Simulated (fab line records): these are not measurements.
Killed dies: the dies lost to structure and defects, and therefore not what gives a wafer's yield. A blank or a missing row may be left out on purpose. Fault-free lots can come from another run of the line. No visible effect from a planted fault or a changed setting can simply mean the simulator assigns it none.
Comparing a struck lot with a sound one ; flow gf180mcu ; 18 steps out of a route of 602
Sound: wafers L698.2, L698.5, L698.6. Wafers struck: L707.4, L707.5. Last of all comes the cause.
Each step with rows lists, per side, the tool, then ch with its chambers, then its first start. Under that, the readings that differ: sound wafers ; struck wafers ; difference of the means ; sigmas: that difference in standard deviations of wafers without a fault.
alike: readings whose means differ by less than 2 such deviations, and words and numbers that are the same on both sides. not compared: withheld readings, readings that some wafer has no value for, bounds like >300 that may hide the same value, and numbers for which the record gives no deviation and whose values overlap.
A row with sigmas, a row that says differs or no value, or rows on one side alone: a step with any of these is where the two part. Numbers that have no deviation but don't overlap get no sigmas and don't part them. Lack of a reading on every wafer of one side parts them only where that side has two or more wafers.

first, 3 steps without rows for these wafers: GF_V5_EXPOSE_11 (exposes mask Via5, target cd 260 nm); GF_V5_PEB_12 (peb time 90 s); GF_V5_DEVELOP_13 (develop time 60 s).
GF_V5_CD_MEAS_14: target cd 260 nm.
  sound on cdSem-01 at day 28 08:41; struck on cdSem-02 at day 31 08:28
  alike: cdNm
GF_V5_OVL_MEAS_15:
  sound on overlay-02 at day 28 08:47; struck on overlay-02 at day 31 08:33
  alike: V5_OVL
then, 1 step without rows for these wafers: GF_V5_ETCH_16 (etches BARC in N2/H2).
GF_V5_ETCH_17: etches SiO2 in C4F8/O2/Ar, stops on TiN, target depth 855 nm.
  sound on rieDiel-02 ch 0,1; struck on rieDiel-01 ch 0,2
reading;sound;struck;difference;sigmas
chamberPressureMTorr (mTorr);39.98 39.95 39.97;39.99 40.09;+0.07;+2
  alike: oesProductAu
GF_V5_STRIP_18: strips in O2/N2.
  sound on plasmaAsher-03 ch 0,1, day 28 08:58; struck on plasmaAsher-03 ch 0,1, day 31 08:45
  alike: chamberPressureMTorr, drypumpMotorCurrentA, heaterPowerW, oesProductAu
  not compared: rfHoursCounterH
then, 2 steps without rows for these wafers: GF_V5_STRIP_19 (strips in post etch residue remover, time 1200 s); GF_V5_CLEAN_20 (cleans in DIW).
GF_V5_SPUTTER_21: material Ti, target thk 15 nm, time 80.02 s.
  sound on pvdSputter-04 at day 28 09:31; struck on pvdSputter-02 at day 31 09:15
  alike: throttleValvePct
GF_V5_SPUTTER_22: material TiN, target thk 10 nm, time 40 s.
  sound on pvdSputter-04 at day 28 09:34; struck on pvdSputter-02 at day 31 09:19
  alike: throttleValvePct
GF_V5_CVD_23: deposits W, target thk 350 nm, time 104.9 s.
  sound on cvdW-02 ch 0,1, day 28 09:37; struck on cvdW-02 ch 0, day 31 09:23
reading;sound;struck;difference;sigmas
model.W_of_V5_CVD_23.thkNm (nm);344.3 351.5 347.6;487.8 486.1;+139.2;
  alike: heaterPowerW, susceptorTempC
GF_V5_RS_MEAS_24: the measuring method here is four-point-probe.
  sound on filmMetro-03 at day 28 09:46; struck on filmMetro-01 at day 31 09:58
reading;sound;struck;difference;sigmas
V5_W_RS (ohm/sq);0.332 0.325 0.330;0.234 0.235;-0.095;-15
  not compared: hold
GF_V5_THK_MEAS_25: measures by xrf.
  sound on filmMetro-03 at day 28 09:52; struck on filmMetro-01 at day 31 13:52
reading;sound;struck;difference;sigmas
hold;- - -;awaitDispo/3.8h/release awaitDispo/3.8h/release;no value on the sound wafers;
V5_W_THK (nm);353 360 357;487 487;+130;+17
GF_V5_CMP_26: polishes, stops on SiO2, t overpolish 15 s, target thk 0 nm.
  sound on cmp-01 ch 2,3, day 28 09:55; struck on cmp-01 ch 3, day 31 13:53
reading;sound;struck;difference;sigmas
timeToEndpointS (s);83 87 85;117 122;+34;+11
  alike: motorCurrentA
GF_TOP_METAL_SPUTTER_00: material Ti, target thk 37.5 nm, time 150 s.
  sound on pvdSputter-03 at day 28 10:13; struck on pvdSputter-01 at day 31 14:11
  alike: throttleValvePct
GF_PASSIVATION_PROBE_99:
  rows exist in the record for the struck wafers here (prober-02, day 32 22:16), but not for the sound ones

WHERE THEY PART
First at GF_V5_ETCH_17; last, within this record, at GF_PASSIVATION_PROBE_99.

WHY: whatever the simulator had introduced
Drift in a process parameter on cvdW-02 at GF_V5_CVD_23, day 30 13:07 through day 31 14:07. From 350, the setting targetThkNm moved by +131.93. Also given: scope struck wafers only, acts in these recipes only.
